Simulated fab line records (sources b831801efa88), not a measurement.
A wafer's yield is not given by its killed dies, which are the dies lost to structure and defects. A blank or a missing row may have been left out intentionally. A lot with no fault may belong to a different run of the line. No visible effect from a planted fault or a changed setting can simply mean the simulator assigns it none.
fab line records / flow sfqLine
[record] lots = 14 wafers = 42 lastDay = 95
route steps=325 shown L0V@18 I2@105 A5B@210 C5@247
lots with no fault: from the same line, run without faults
startH: the number of hours between the record's first day and the start of the first shown wafer of the lot / waitH: hours elapsed since this lot's preceding step / " unchanged from the row above / L1.1+2: several wafers, shown together as one row / - no value, or no start given / * or withheld: withheld / < > ~ a bound
route shown NAME@n: a module of which the file shows steps, and the number in the route of the first / usual: mean/standard deviation taken from wafers without a fault / same: alike in all rows / chamber/n: place in a boat / sites: readings site by site / _std_site: the values' standard deviation / _edge_site: the outer-site mean with the inner-site mean subtracted / radiusMm: how far each site lies from the wafer's centre / mask NAME#n: copy n / behind: the last tool/chamber to shape the wafer / hold: why the lot was held/for how many hours/how that ended / device: whichever transistor did not switch (one of n, p or np) / end of line: tests of these same wafers at the route's end / a step with no rows: only its recipe / killed: at the first sort, the dies lost to defects and structure; wafer yield is something else / map: dies across one wafer; x = killed, . = not, _ = none there
set.NAME: the setting the step ran with; set.NAME@STEP: the setting that earlier step ran with / model.NAME: the simulator's own value behind a step, which no gauge read
a sample of lots followed through the steps of the route, with each step as a table and each wafer as a row
services: a tool's chamber out of use, with start hour (startH, from the record's first day; less than 0 if before it), hours out, and reason
[[steps]]
[step SFQ_TRILAYER_L0_VIA_LITHO_COAT_013]
[recipe] resist = KrF spinRpm = 3000 resistThkNm = 650
[usual] spinSpeedRpm = 3000.1/1.9
lot.wafer=L547.1 tool=lithoTrack-03 chamber=0 startH=92.19 waitH=0.2 spinSpeedRpm=3000.4
lot.wafer=L547.4 tool=lithoTrack-03 chamber=0 startH=92.19 waitH=0.2 spinSpeedRpm=2999.4
lot.wafer=L547.6 tool=lithoTrack-03 chamber=0 startH=92.19 waitH=0.2 spinSpeedRpm=2999.4
lot.wafer=L548.1 tool=lithoTrack-04 chamber=0 startH=100.09 waitH=0.2 spinSpeedRpm=2996.0
lot.wafer=L548.3 tool=lithoTrack-04 chamber=0 startH=100.09 waitH=0.2 spinSpeedRpm=2998.9
lot.wafer=L548.5 tool=lithoTrack-04 chamber=0 startH=100.09 waitH=0.2 spinSpeedRpm=2997.9
lot.wafer=L549.1 tool=lithoTrack-03 chamber=0 startH=107.29 waitH=0.2 spinSpeedRpm=2997.9
lot.wafer=L549.3 tool=lithoTrack-03 chamber=0 startH=107.29 waitH=0.2 spinSpeedRpm=2998.8
lot.wafer=L549.6 tool=lithoTrack-03 chamber=0 startH=107.29 waitH=0.2 spinSpeedRpm=2998.7
lot.wafer=L550.4 tool=lithoTrack-03 chamber=0 startH=112.24 waitH=0.2 spinSpeedRpm=3000.0
lot.wafer=L550.5 tool=lithoTrack-03 chamber=0 startH=112.24 waitH=0.2 spinSpeedRpm=2999.3
lot.wafer=L550.6 tool=lithoTrack-03 chamber=0 startH=112.24 waitH=0.2 spinSpeedRpm=2997.9
lot.wafer=L551.1 tool=lithoTrack-04 chamber=0 startH=117.39 waitH=0.2 spinSpeedRpm=3000.2
lot.wafer=L551.3 tool=lithoTrack-04 chamber=0 startH=117.39 waitH=0.2 spinSpeedRpm=3002.6
lot.wafer=L551.5 tool=lithoTrack-04 chamber=0 startH=117.39 waitH=0.2 spinSpeedRpm=3000.0
lot.wafer=L553.2 tool=lithoTrack-03 chamber=0 startH=128.24 waitH=0.2 spinSpeedRpm=3003.6
lot.wafer=L553.5 tool=lithoTrack-03 chamber=0 startH=128.24 waitH=0.2 spinSpeedRpm=3004.4
lot.wafer=L553.6 tool=lithoTrack-03 chamber=0 startH=128.24 waitH=0.2 spinSpeedRpm=3002.3
lot.wafer=L554.2 tool=lithoTrack-04 chamber=0 startH=132.13 waitH=0.2 spinSpeedRpm=3002.2
lot.wafer=L554.3 tool=lithoTrack-04 chamber=0 startH=132.13 waitH=0.2 spinSpeedRpm=3001.4
lot.wafer=L554.6 tool=lithoTrack-04 chamber=0 startH=132.13 waitH=0.2 spinSpeedRpm=3000.9
lot.wafer=L555.1 tool=lithoTrack-01 chamber=0 startH=140.19 waitH=0.2 spinSpeedRpm=2998.4
lot.wafer=L555.2 tool=lithoTrack-01 chamber=0 startH=140.19 waitH=0.2 spinSpeedRpm=2999.0
lot.wafer=L555.3 tool=lithoTrack-01 chamber=0 startH=140.19 waitH=0.2 spinSpeedRpm=3002.9
lot.wafer=L556.1 tool=lithoTrack-01 chamber=0 startH=147.39 waitH=0.2 spinSpeedRpm=3001.3
lot.wafer=L556.2 tool=lithoTrack-01 chamber=0 startH=147.39 waitH=0.2 spinSpeedRpm=3002.2
lot.wafer=L556.3 tool=lithoTrack-01 chamber=0 startH=147.39 waitH=0.2 spinSpeedRpm=3001.8
lot.wafer=L557.1 tool=lithoTrack-03 chamber=0 startH=154.59 waitH=0.2 spinSpeedRpm=2999.1
lot.wafer=L557.4 tool=lithoTrack-03 chamber=0 startH=154.59 waitH=0.2 spinSpeedRpm=3000.2
lot.wafer=L557.5 tool=lithoTrack-03 chamber=0 startH=154.59 waitH=0.2 spinSpeedRpm=2998.6
lot.wafer=L558.1 tool=lithoTrack-01 chamber=0 startH=158.89 waitH=0.2 spinSpeedRpm=2521.5
lot.wafer=L558.2 tool=lithoTrack-01 chamber=0 startH=158.89 waitH=0.2 spinSpeedRpm=2526.2
lot.wafer=L558.3 tool=lithoTrack-01 chamber=0 startH=158.89 waitH=0.2 spinSpeedRpm=2526.3
lot.wafer=L560.1 tool=lithoTrack-01 chamber=0 startH=171.39 waitH=0.2 spinSpeedRpm=2521.1
lot.wafer=L560.4 tool=lithoTrack-01 chamber=0 startH=171.39 waitH=0.2 spinSpeedRpm=2520.5
lot.wafer=L560.5 tool=lithoTrack-01 chamber=0 startH=171.39 waitH=0.2 spinSpeedRpm=2521.3
lot.wafer=L567.1 tool=lithoTrack-04 chamber=0 startH=223.48 waitH=0.2 spinSpeedRpm=3000.6
lot.wafer=L567.2 tool=lithoTrack-04 chamber=0 startH=223.48 waitH=0.2 spinSpeedRpm=3001.0
lot.wafer=L567.3 tool=lithoTrack-04 chamber=0 startH=223.48 waitH=0.2 spinSpeedRpm=3001.5
lot.wafer=L568.2 tool=lithoTrack-01 chamber=0 startH=229.51 waitH=0.2 spinSpeedRpm=2998.1
lot.wafer=L568.4 tool=lithoTrack-01 chamber=0 startH=229.51 waitH=0.2 spinSpeedRpm=3001.9
lot.wafer=L568.5 tool=lithoTrack-01 chamber=0 startH=229.51 waitH=0.2 spinSpeedRpm=2998.8
[step SFQ_I2_BOW_MEAS_917]
[recipe] mode = bow
[usual] I2_BOW = 2/8.2
lot.wafer=L547.1 tool=filmMetro-04 chamber=- startH=758.91 waitH=2.5 I2_BOW[um]=-15
lot.wafer=L547.4 tool=filmMetro-04 chamber=- startH=758.91 waitH=2.5 I2_BOW[um]=-2
lot.wafer=L547.6 tool=filmMetro-04 chamber=- startH=758.91 waitH=2.5 I2_BOW[um]=5
lot.wafer=L548.1 tool=filmMetro-04 chamber=- startH=764.91 waitH=2.5 I2_BOW[um]=6
lot.wafer=L548.3 tool=filmMetro-04 chamber=- startH=764.91 waitH=2.5 I2_BOW[um]=6
lot.wafer=L548.5 tool=filmMetro-04 chamber=- startH=764.91 waitH=2.5 I2_BOW[um]=11
lot.wafer=L549.1 tool=filmMetro-01 chamber=- startH=773.30 waitH=1.5 I2_BOW[um]=-7
lot.wafer=L549.3 tool=filmMetro-01 chamber=- startH=773.30 waitH=1.5 I2_BOW[um]=-18
lot.wafer=L549.6 tool=filmMetro-01 chamber=- startH=773.30 waitH=1.5 I2_BOW[um]=-15
lot.wafer=L550.4 tool=filmMetro-02 chamber=- startH=791.58 waitH=2.1 I2_BOW[um]=-1
lot.wafer=L550.5 tool=filmMetro-02 chamber=- startH=791.58 waitH=2.1 I2_BOW[um]=1
lot.wafer=L550.6 tool=filmMetro-02 chamber=- startH=791.58 waitH=2.1 I2_BOW[um]=7
lot.wafer=L551.1 tool=filmMetro-04 chamber=- startH=798.67 waitH=1.0 I2_BOW[um]=-8
lot.wafer=L551.3 tool=filmMetro-04 chamber=- startH=798.67 waitH=1.0 I2_BOW[um]=-1
lot.wafer=L551.5 tool=filmMetro-04 chamber=- startH=798.67 waitH=1.0 I2_BOW[um]=-5
lot.wafer=L553.2 tool=filmMetro-02 chamber=- startH=864.69 waitH=1.0 I2_BOW[um]=9
lot.wafer=L553.5 tool=filmMetro-02 chamber=- startH=864.69 waitH=1.0 I2_BOW[um]=20
lot.wafer=L553.6 tool=filmMetro-02 chamber=- startH=864.69 waitH=1.0 I2_BOW[um]=16
lot.wafer=L554.2 tool=filmMetro-04 chamber=- startH=865.96 waitH=1.0 I2_BOW[um]=-2
lot.wafer=L554.3 tool=filmMetro-04 chamber=- startH=865.96 waitH=1.0 I2_BOW[um]=-4
lot.wafer=L554.6 tool=filmMetro-04 chamber=- startH=865.96 waitH=1.0 I2_BOW[um]=-1
lot.wafer=L555.1 tool=filmMetro-04 chamber=- startH=870.67 waitH=1.0 I2_BOW[um]=-10
lot.wafer=L555.2 tool=filmMetro-04 chamber=- startH=870.67 waitH=1.0 I2_BOW[um]=3
lot.wafer=L555.3 tool=filmMetro-04 chamber=- startH=870.67 waitH=1.0 I2_BOW[um]=11
lot.wafer=L556.1 tool=filmMetro-02 chamber=- startH=876.67 waitH=1.0 I2_BOW[um]=1
lot.wafer=L556.2 tool=filmMetro-02 chamber=- startH=876.67 waitH=1.0 I2_BOW[um]=6
lot.wafer=L556.3 tool=filmMetro-02 chamber=- startH=876.67 waitH=1.0 I2_BOW[um]=6
lot.wafer=L557.1 tool=filmMetro-01 chamber=- startH=889.93 waitH=1.0 I2_BOW[um]=6
lot.wafer=L557.4 tool=filmMetro-01 chamber=- startH=889.93 waitH=1.0 I2_BOW[um]=14
lot.wafer=L557.5 tool=filmMetro-01 chamber=- startH=889.93 waitH=1.0 I2_BOW[um]=8
lot.wafer=L558.1 tool=filmMetro-02 chamber=- startH=901.93 waitH=2.5 I2_BOW[um]=-14
lot.wafer=L558.2 tool=filmMetro-02 chamber=- startH=901.93 waitH=2.5 I2_BOW[um]=-13
lot.wafer=L558.3 tool=filmMetro-02 chamber=- startH=901.93 waitH=2.5 I2_BOW[um]=-11
lot.wafer=L560.1 tool=filmMetro-02 chamber=- startH=913.29 waitH=1.5 I2_BOW[um]=-5
lot.wafer=L560.4 tool=filmMetro-02 chamber=- startH=913.29 waitH=1.5 I2_BOW[um]=8
lot.wafer=L560.5 tool=filmMetro-02 chamber=- startH=913.29 waitH=1.5 I2_BOW[um]=-10
lot.wafer=L567.1 tool=filmMetro-01 chamber=- startH=974.29 waitH=2.5 I2_BOW[um]=-6
lot.wafer=L567.2 tool=filmMetro-01 chamber=- startH=974.29 waitH=2.5 I2_BOW[um]=4
lot.wafer=L567.3 tool=filmMetro-01 chamber=- startH=974.29 waitH=2.5 I2_BOW[um]=7
lot.wafer=L568.2 tool=filmMetro-01 chamber=- startH=983.20 waitH=1.5 I2_BOW[um]=7
lot.wafer=L568.4 tool=filmMetro-01 chamber=- startH=983.20 waitH=1.5 I2_BOW[um]=3
lot.wafer=L568.5 tool=filmMetro-01 chamber=- startH=983.20 waitH=1.5 I2_BOW[um]=8
[step SFQ_TRILAYER_A5B_CMP_CMP_130]
[recipe] stopOn = Nb downForcePsi = 3 platenRpm = 60 targetThkNm = 340.7
[usual] motorCurrentA = 10.2/0.84 slurryFlowMlMin = 150.0/0.44
lot.wafer=L547.4 tool=cmp-01 chamber=2 startH=1544.36 waitH=0.0 motorCurrentA=9.8 slurryFlowMlMin=150.8
lot.wafer=L547.1 tool=cmp-01 chamber=0 startH=1545.36 waitH=1.0 motorCurrentA=10.9 slurryFlowMlMin=150.8
lot.wafer=L547.6 tool=cmp-01 chamber=3 startH=1546.86 waitH=2.5 motorCurrentA=10.6 slurryFlowMlMin=150.5
lot.wafer=L548.1 tool=cmp-02 chamber=2 startH=1658.05 waitH=1.9 motorCurrentA=11.5 slurryFlowMlMin=150.0
lot.wafer=L548.3 tool=cmp-02 chamber=3 startH=1658.05 waitH=1.9 motorCurrentA=10.0 slurryFlowMlMin=150.0
lot.wafer=L548.5 tool=cmp-02 chamber=0 startH=1658.05 waitH=1.9 motorCurrentA=8.3 slurryFlowMlMin=149.9
lot.wafer=L549.1 tool=cmp-01 chamber=0 startH=1661.50 waitH=1.8 motorCurrentA=10.6 slurryFlowMlMin=149.7
lot.wafer=L549.3 tool=cmp-01 chamber=2 startH=1662.50 waitH=2.8 motorCurrentA=9.7 slurryFlowMlMin=150.0
lot.wafer=L549.6 tool=cmp-01 chamber=0 startH=1663.50 waitH=3.7 motorCurrentA=10.0 slurryFlowMlMin=149.4
lot.wafer=L550.4 tool=cmp-01 chamber=0 startH=1678.25 waitH=0.8 motorCurrentA=10.6 slurryFlowMlMin=149.6
lot.wafer=L550.6 tool=cmp-01 chamber=0 startH=1680.25 waitH=2.8 motorCurrentA=11.5 slurryFlowMlMin=149.4
lot.wafer=L550.5 tool=cmp-01 chamber=1 startH=1680.25 waitH=2.8 motorCurrentA=10.2 slurryFlowMlMin=149.9
lot.wafer=L551.1 tool=cmp-01 chamber=3 startH=1687.75 waitH=1.9 motorCurrentA=10.2 slurryFlowMlMin=150.2
lot.wafer=L551.3 tool=cmp-01 chamber=1 startH=1688.75 waitH=2.9 motorCurrentA=10.2 slurryFlowMlMin=149.9
lot.wafer=L551.5 tool=cmp-01 chamber=3 startH=1689.75 waitH=3.9 motorCurrentA=10.0 slurryFlowMlMin=150.3
lot.wafer=L553.2 tool=cmp-02 chamber=3 startH=1733.58 waitH=3.1 motorCurrentA=10.3 slurryFlowMlMin=150.4
lot.wafer=L553.6 tool=cmp-02 chamber=0 startH=1733.58 waitH=3.1 motorCurrentA=7.9 slurryFlowMlMin=149.6
lot.wafer=L553.5 tool=cmp-02 chamber=1 startH=1733.58 waitH=3.1 motorCurrentA=9.8 slurryFlowMlMin=150.1
lot.wafer=L554.3 tool=cmp-01 chamber=3 startH=1735.33 waitH=0.0 motorCurrentA=10.1 slurryFlowMlMin=149.9
lot.wafer=L554.2 tool=cmp-01 chamber=0 startH=1735.33 waitH=0.0 motorCurrentA=10.4 slurryFlowMlMin=149.7
lot.wafer=L554.6 tool=cmp-01 chamber=3 startH=1737.33 waitH=2.0 motorCurrentA=10.1 slurryFlowMlMin=151.1
lot.wafer=L555.3 tool=cmp-01 chamber=3 startH=1743.73 waitH=0.0 motorCurrentA=10.2 slurryFlowMlMin=150.5
lot.wafer=L555.1 tool=cmp-01 chamber=0 startH=1743.73 waitH=0.0 motorCurrentA=10.7 slurryFlowMlMin=149.8
lot.wafer=L555.2 tool=cmp-01 chamber=2 startH=1745.23 waitH=1.5 motorCurrentA=10.1 slurryFlowMlMin=150.3
lot.wafer=L556.3 tool=cmp-02 chamber=2 startH=1746.63 waitH=0.5 motorCurrentA=11.4 slurryFlowMlMin=149.5
lot.wafer=L556.2 tool=cmp-02 chamber=3 startH=1746.63 waitH=0.5 motorCurrentA=10.8 slurryFlowMlMin=150.4
lot.wafer=L556.1 tool=cmp-02 chamber=0 startH=1746.63 waitH=0.5 motorCurrentA=8.1 slurryFlowMlMin=150.2
lot.wafer=L557.1 tool=cmp-02 chamber=2 startH=1754.71 waitH=0.0 motorCurrentA=10.9 slurryFlowMlMin=150.2
lot.wafer=L557.4 tool=cmp-02 chamber=3 startH=1754.71 waitH=0.0 motorCurrentA=10.1 slurryFlowMlMin=150.6
lot.wafer=L557.5 tool=cmp-02 chamber=3 startH=1757.21 waitH=2.5 motorCurrentA=10.3 slurryFlowMlMin=150.0
lot.wafer=L558.3 tool=cmp-02 chamber=3 startH=1757.71 waitH=0.8 motorCurrentA=10.5 slurryFlowMlMin=150.0
lot.wafer=L558.1 tool=cmp-02 chamber=0 startH=1757.71 waitH=0.8 motorCurrentA=8.3 slurryFlowMlMin=150.4
lot.wafer=L558.2 tool=cmp-02 chamber=1 startH=1757.71 waitH=0.8 motorCurrentA=10.6 slurryFlowMlMin=150.1
lot.wafer=L560.1 tool=cmp-02 chamber=0 startH=1771.83 waitH=0.5 motorCurrentA=8.5 slurryFlowMlMin=150.0
lot.wafer=L560.4 tool=cmp-02 chamber=2 startH=1772.83 waitH=1.5 motorCurrentA=10.9 slurryFlowMlMin=149.6
lot.wafer=L560.5 tool=cmp-02 chamber=3 startH=1772.83 waitH=1.5 motorCurrentA=10.9 slurryFlowMlMin=149.8
lot.wafer=L567.3 tool=cmp-01 chamber=2 startH=1807.12 waitH=0.5 motorCurrentA=9.2 slurryFlowMlMin=149.1
lot.wafer=L567.1 tool=cmp-01 chamber=3 startH=1807.12 waitH=0.5 motorCurrentA=10.3 slurryFlowMlMin=150.3
lot.wafer=L567.2 tool=cmp-01 chamber=0 startH=1807.12 waitH=0.5 motorCurrentA=10.7 slurryFlowMlMin=149.7
lot.wafer=L568.4 tool=cmp-01 chamber=1 startH=1810.62 waitH=1.4 motorCurrentA=10.1 slurryFlowMlMin=150.2
lot.wafer=L568.2 tool=cmp-01 chamber=2 startH=1810.62 waitH=1.4 motorCurrentA=9.6 slurryFlowMlMin=150.2
lot.wafer=L568.5 tool=cmp-01 chamber=0 startH=1812.12 waitH=2.9 motorCurrentA=10.0 slurryFlowMlMin=150.0
[step SFQ_TRILAYER_C5_BARC_OPEN_VIA_ETCH_210]
[recipe] maskMaterial = PR chemistry = O2 targetDepthNm = 125 target = BARC sourceW = 500 biasW = 80 pressureMtorr = 30 timeS = 41.7
[usual] drypumpMotorCurrentA = 5.4/0.38 oesProductAu = 0.685/0.004
lot.wafer=L547.1 tool=rieDiel-01 chamber=0 startH=1653.64 waitH=0.0 drypumpMotorCurrentA=5.6 oesProductAu=0.686 rfHoursCounterH=15
lot.wafer=L547.4 tool=rieDiel-01 chamber=1 startH=1653.64 waitH=0.0 drypumpMotorCurrentA=5.3 oesProductAu=0.689 rfHoursCounterH=17
lot.wafer=L547.6 tool=rieDiel-01 chamber=0 startH=1653.64 waitH=0.0 drypumpMotorCurrentA=5.7 oesProductAu=0.685 rfHoursCounterH=-
lot.wafer=L548.1 tool=rieDiel-02 chamber=1 startH=1670.64 waitH=0.0 drypumpMotorCurrentA=4.9 oesProductAu=0.688 rfHoursCounterH=1
lot.wafer=L548.3 tool=rieDiel-02 chamber=3 startH=1670.64 waitH=0.0 drypumpMotorCurrentA=4.9 oesProductAu=0.688 rfHoursCounterH=4
lot.wafer=L548.5 tool=rieDiel-02 chamber=1 startH=1670.64 waitH=0.0 drypumpMotorCurrentA=4.8 oesProductAu=0.685 rfHoursCounterH=-
lot.wafer=L549.1 tool=rieDiel-02 chamber=3 startH=1675.41 waitH=0.0 drypumpMotorCurrentA=4.9 oesProductAu=0.687 rfHoursCounterH=4
lot.wafer=L549.3 tool=rieDiel-02 chamber=1 startH=1675.41 waitH=0.0 drypumpMotorCurrentA=4.8 oesProductAu=0.690 rfHoursCounterH=1
lot.wafer=L549.6 tool=rieDiel-02 chamber=1 startH=1675.41 waitH=0.0 drypumpMotorCurrentA=4.8 oesProductAu=0.681 rfHoursCounterH=-
lot.wafer=L550.4 tool=rieDiel-01 chamber=3 startH=1691.48 waitH=0.0 drypumpMotorCurrentA=5.6 oesProductAu=0.682 rfHoursCounterH=14
lot.wafer=L550.5 tool=rieDiel-01 chamber=1 startH=1691.48 waitH=0.0 drypumpMotorCurrentA=5.3 oesProductAu=0.681 rfHoursCounterH=-
lot.wafer=L550.6 tool=rieDiel-01 chamber=0 startH=1691.48 waitH=0.0 drypumpMotorCurrentA=5.7 oesProductAu=0.688 rfHoursCounterH=-
lot.wafer=L551.1 tool=rieDiel-03 chamber=0 startH=1700.54 waitH=0.0 drypumpMotorCurrentA=5.6 oesProductAu=0.686 rfHoursCounterH=7
lot.wafer=L551.3 tool=rieDiel-03 chamber=3 startH=1700.54 waitH=0.0 drypumpMotorCurrentA=5.3 oesProductAu=0.683 rfHoursCounterH=18
lot.wafer=L551.5 tool=rieDiel-03 chamber=2 startH=1700.54 waitH=0.0 drypumpMotorCurrentA=5.7 oesProductAu=0.680 rfHoursCounterH=-
lot.wafer=L553.2 tool=rieDiel-03 chamber=0 startH=1752.42 waitH=0.0 drypumpMotorCurrentA=5.6 oesProductAu=0.690 rfHoursCounterH=8
lot.wafer=L553.5 tool=rieDiel-03 chamber=2 startH=1752.42 waitH=0.0 drypumpMotorCurrentA=5.7 oesProductAu=0.689 rfHoursCounterH=-
lot.wafer=L553.6 tool=rieDiel-03 chamber=3 startH=1752.42 waitH=0.0 drypumpMotorCurrentA=5.3 oesProductAu=0.686 rfHoursCounterH=-
lot.wafer=L554.2 tool=rieDiel-03 chamber=2 startH=1759.62 waitH=0.0 drypumpMotorCurrentA=5.7 oesProductAu=0.685 rfHoursCounterH=17
lot.wafer=L554.3 tool=rieDiel-03 chamber=1 startH=1759.62 waitH=0.0 drypumpMotorCurrentA=5.7 oesProductAu=0.679 rfHoursCounterH=19
lot.wafer=L554.6 tool=rieDiel-03 chamber=0 startH=1759.62 waitH=0.0 drypumpMotorCurrentA=5.6 oesProductAu=0.692 rfHoursCounterH=-
lot.wafer=L555.1 tool=rieDiel-03 chamber=2 startH=1782.69 waitH=0.0 drypumpMotorCurrentA=5.7 oesProductAu=0.686 rfHoursCounterH=18
lot.wafer=L555.2 tool=rieDiel-03 chamber=1 startH=1782.69 waitH=0.0 drypumpMotorCurrentA=5.6 oesProductAu=0.686 rfHoursCounterH=20
lot.wafer=L555.3 tool=rieDiel-03 chamber=0 startH=1782.69 waitH=0.0 drypumpMotorCurrentA=5.5 oesProductAu=0.683 rfHoursCounterH=9
lot.wafer=L556.1 tool=rieDiel-02 chamber=3 startH=1783.89 waitH=0.0 drypumpMotorCurrentA=4.9 oesProductAu=0.686 rfHoursCounterH=6
lot.wafer=L556.2 tool=rieDiel-02 chamber=2 startH=1783.89 waitH=0.0 drypumpMotorCurrentA=5.0 oesProductAu=0.684 rfHoursCounterH=18
lot.wafer=L556.3 tool=rieDiel-02 chamber=1 startH=1783.89 waitH=0.0 drypumpMotorCurrentA=4.9 oesProductAu=0.683 rfHoursCounterH=2
lot.wafer=L557.1 tool=rieDiel-02 chamber=2 startH=1859.83 waitH=0.0 drypumpMotorCurrentA=5.0 oesProductAu=0.685 rfHoursCounterH=19
lot.wafer=L557.4 tool=rieDiel-02 chamber=3 startH=1859.83 waitH=0.0 drypumpMotorCurrentA=4.9 oesProductAu=0.681 rfHoursCounterH=-
lot.wafer=L557.5 tool=rieDiel-02 chamber=2 startH=1859.83 waitH=0.0 drypumpMotorCurrentA=5.0 oesProductAu=0.685 rfHoursCounterH=-
lot.wafer=L558.1 tool=rieDiel-03 chamber=1 startH=1869.45 waitH=0.0 drypumpMotorCurrentA=5.6 oesProductAu=0.678 rfHoursCounterH=21
lot.wafer=L558.2 tool=rieDiel-03 chamber=2 startH=1869.45 waitH=0.0 drypumpMotorCurrentA=5.7 oesProductAu=0.685 rfHoursCounterH=18
lot.wafer=L558.3 tool=rieDiel-03 chamber=0 startH=1869.45 waitH=0.0 drypumpMotorCurrentA=5.6 oesProductAu=0.681 rfHoursCounterH=10
lot.wafer=L560.1 tool=rieDiel-03 chamber=2 startH=1889.97 waitH=0.0 drypumpMotorCurrentA=5.7 oesProductAu=0.690 rfHoursCounterH=19
lot.wafer=L560.4 tool=rieDiel-03 chamber=0 startH=1889.97 waitH=0.0 drypumpMotorCurrentA=5.6 oesProductAu=0.688 rfHoursCounterH=-
lot.wafer=L560.5 tool=rieDiel-03 chamber=2 startH=1889.97 waitH=0.0 drypumpMotorCurrentA=5.7 oesProductAu=0.685 rfHoursCounterH=-
lot.wafer=L567.1 tool=rieDiel-01 chamber=1 startH=1915.15 waitH=0.0 drypumpMotorCurrentA=5.3 oesProductAu=0.684 rfHoursCounterH=1
lot.wafer=L567.2 tool=rieDiel-01 chamber=2 startH=1915.15 waitH=0.0 drypumpMotorCurrentA=6.3 oesProductAu=0.685 rfHoursCounterH=18
lot.wafer=L567.3 tool=rieDiel-01 chamber=0 startH=1915.15 waitH=0.0 drypumpMotorCurrentA=5.6 oesProductAu=0.677 rfHoursCounterH=19
lot.wafer=L568.2 tool=rieDiel-02 chamber=2 startH=1918.86 waitH=0.0 drypumpMotorCurrentA=5.0 oesProductAu=0.681 rfHoursCounterH=0
lot.wafer=L568.4 tool=rieDiel-02 chamber=3 startH=1918.86 waitH=0.0 drypumpMotorCurrentA=4.9 oesProductAu=0.687 rfHoursCounterH=7
lot.wafer=L568.5 tool=rieDiel-02 chamber=1 startH=1918.86 waitH=0.0 drypumpMotorCurrentA=4.9 oesProductAu=0.691 rfHoursCounterH=-
[[services]]
tool=cmp-01 chamber=- startH=74.34 hours=1.0 kind=repair
tool=cmp-01 chamber=- startH=94.24 hours=2.2 kind=repair
tool=cmp-01 chamber=- startH=107.26 hours=1.0 kind=repair
tool=cmp-01 chamber=- startH=155.84 hours=3.7 kind=pm
tool=cmp-01 chamber=- startH=228.65 hours=0.8 kind=repair
tool=cmp-01 chamber=- startH=234.75 hours=4.0 kind=pm
tool=cmp-01 chamber=- startH=345.88 hours=11.9 kind=pm
tool=cmp-01 chamber=- startH=457.67 hours=0.4 kind=repair
tool=cmp-01 chamber=- startH=522.05 hours=5.8 kind=pm
tool=cmp-01 chamber=- startH=574.89 hours=4.0 kind=pm
tool=cmp-01 chamber=- startH=597.71 hours=1.2 kind=repair
tool=cmp-01 chamber=- startH=658.58 hours=7.3 kind=pm
tool=cmp-01 chamber=- startH=708.88 hours=1.8 kind=repair
tool=cmp-01 chamber=- startH=723.05 hours=1.3 kind=repair
tool=cmp-01 chamber=- startH=834.68 hours=0.8 kind=repair
tool=cmp-01 chamber=- startH=883.54 hours=6.4 kind=repair
tool=cmp-01 chamber=- startH=889.52 hours=1.9 kind=repair
tool=cmp-01 chamber=- startH=891.41 hours=9.9 kind=pm
tool=cmp-01 chamber=- startH=902.66 hours=0.4 kind=repair
tool=cmp-01 chamber=- startH=916.29 hours=4.0 kind=pm
tool=cmp-01 chamber=- startH=917.58 hours=0.4 kind=repair
tool=cmp-01 chamber=- startH=931.36 hours=0.3 kind=repair
tool=cmp-01 chamber=- startH=980.10 hours=9.4 kind=repair
tool=cmp-01 chamber=- startH=1048.60 hours=0.6 kind=repair
[[key]]
[firstSign] step = SFQ_TRILAYER_L0_VIA_LITHO_COAT_013 reading = spinSpeedRpm direction = down sigmas = 99+ usual = 3000.1 struck = 2522.8
effect none on later readings
metAt SFQ_TRILAYER_L0_VIA_LITHO_COAT_013
struckLots L558,L560
notActingAt SFQ_I2_BOW_MEAS_917,SFQ_TRILAYER_A5B_CMP_CMP_130,SFQ_TRILAYER_C5_BARC_OPEN_VIA_ETCH_210
onsetBetween 147.39 158.89
[fault] kind = processParameterDrift tool = lithoTrack-01 chamber = - onsetH = 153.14 steps = SFQ_TRILAYER_L0_VIA_LITHO_COAT_013 channel = spinRpm offset = -477.97 shape = step endH = 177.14 actsIn = theseRecipesOnly stated = 3000
